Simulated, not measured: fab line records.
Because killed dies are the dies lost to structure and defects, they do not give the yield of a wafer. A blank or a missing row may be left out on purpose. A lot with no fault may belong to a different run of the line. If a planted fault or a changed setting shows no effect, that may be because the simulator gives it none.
What tool caused it? || flow sky130 || 6 lots, 18 wafers sampled, at 4 steps of a route of 708

## WHAT THE GAUGES READ, wafer by wafer
SKY_VT_ADJUST_PCH_OVL_MEAS_07.
{"lot": "L583", "measured": "day 11 13:16", "on": "overlay-02", "VT_ADJUST_PCH_OVL (nm)": "2.1 0.6 0.1"}
{"lot": "L587", "measured": "day 12 18:22", "on": "overlay-02", "VT_ADJUST_PCH_OVL (nm)": "- - -"}
{"lot": "L594", "measured": "day 14 18:13", "on": "overlay-01", "VT_ADJUST_PCH_OVL (nm)": "0.6 1.7 1.2"}
{"lot": "L597", "measured": "day 15 22:19", "on": "overlay-01", "VT_ADJUST_PCH_OVL (nm)": "-0.4 1.3 2.7"}
{"lot": "L599", "measured": "day 16 13:25", "on": "overlay-02", "VT_ADJUST_PCH_OVL (nm)": "1.2 2.8 3.0"}
{"lot": "L602", "measured": "day 18 19:37", "on": "overlay-01", "VT_ADJUST_PCH_OVL (nm)": "4.5 3.4 2.3"}

## WHAT TOOL EACH LOT RAN ON (gives the tool, then ch and the chambers of the sampled wafers, and finally the start)
{"lot": "L583", "SKY_NWELL_RTA_28": "rtpAnneal-02 ch 0, day 6 08:01", "SKY_VT_ADJUST_HVTP_STRIP_10": "plasmaAsher-02 ch 0,1, day 7 03:25", "SKY_VT_ADJUST_PCH_EXPOSE_04": "ilineStepper-01 ch 0, day 11 00:37"}
{"lot": "L587", "SKY_NWELL_RTA_28": "rtpAnneal-02 ch 0, day 7 05:51", "SKY_VT_ADJUST_HVTP_STRIP_10": "plasmaAsher-01 ch 0,1, day 8 01:13", "SKY_VT_ADJUST_PCH_EXPOSE_04": "ilineStepper-01 ch 0, day 12 05:55"}
{"lot": "L594", "SKY_NWELL_RTA_28": "rtpAnneal-02 ch 0, day 8 18:13", "SKY_VT_ADJUST_HVTP_STRIP_10": "plasmaAsher-02 ch 0,1, day 9 16:34", "SKY_VT_ADJUST_PCH_EXPOSE_04": "ilineStepper-01 ch 0, day 14 05:00"}
{"lot": "L597", "SKY_NWELL_RTA_28": "rtpAnneal-01 ch 0, day 9 15:45", "SKY_VT_ADJUST_HVTP_STRIP_10": "plasmaAsher-02 ch 0,1, day 10 14:57", "SKY_VT_ADJUST_PCH_EXPOSE_04": "ilineStepper-01 ch 0, day 15 09:00"}
{"lot": "L599", "SKY_NWELL_RTA_28": "rtpAnneal-01 ch 0, day 10 02:58", "SKY_VT_ADJUST_HVTP_STRIP_10": "plasmaAsher-03 ch 0,1, day 11 03:05", "SKY_VT_ADJUST_PCH_EXPOSE_04": "ilineStepper-02 ch 0, day 15 23:42"}
{"lot": "L602", "SKY_NWELL_RTA_28": "rtpAnneal-01 ch 0, day 11 23:37", "SKY_VT_ADJUST_HVTP_STRIP_10": "plasmaAsher-01 ch 0,1, day 12 23:55", "SKY_VT_ADJUST_PCH_EXPOSE_04": "ilineStepper-02 ch 0, day 18 04:05"}
- SKY_NWELL_RTA_28: time 30 s.
- SKY_VT_ADJUST_HVTP_STRIP_10: strips in O2/N2.
- SKY_VT_ADJUST_PCH_EXPOSE_04: exposes mask NWM, target cd 840 nm.

## THE ANSWER, worked out from the rows above alone
Rule: what is usual is taken from the lots themselves. The widest of any qualifying gaps counts: lots, ordered by their means at a reading, are off when they make up no more than a third of the lots, leave a main group of 4 or more, and stand apart from it by 3 or more times the standard deviation of that group's means. A main group whose means are all the same, to the digits that the tables above print for the reading, isn't used. Also off: a lot with no number at a reading for which 4 or more lots have one. Any other lot the step has rows for is counted as sound.
Off: at SKY_VT_ADJUST_PCH_OVL_MEAS_07 (VT_ADJUST_PCH_OVL), L587. Without a number there: L587. Main group: mean 1.8 nm, sd 0.93.
A tool fits if, at a process step before that reading, it ran every lot that is off, and no sound lot after the first of them. Those tools and the gauges at SKY_VT_ADJUST_PCH_OVL_MEAS_07 are tried in the same way. Not one of the candidates tried fits.

## WHAT HAD BEEN PUT IN BY THE SIMULATOR
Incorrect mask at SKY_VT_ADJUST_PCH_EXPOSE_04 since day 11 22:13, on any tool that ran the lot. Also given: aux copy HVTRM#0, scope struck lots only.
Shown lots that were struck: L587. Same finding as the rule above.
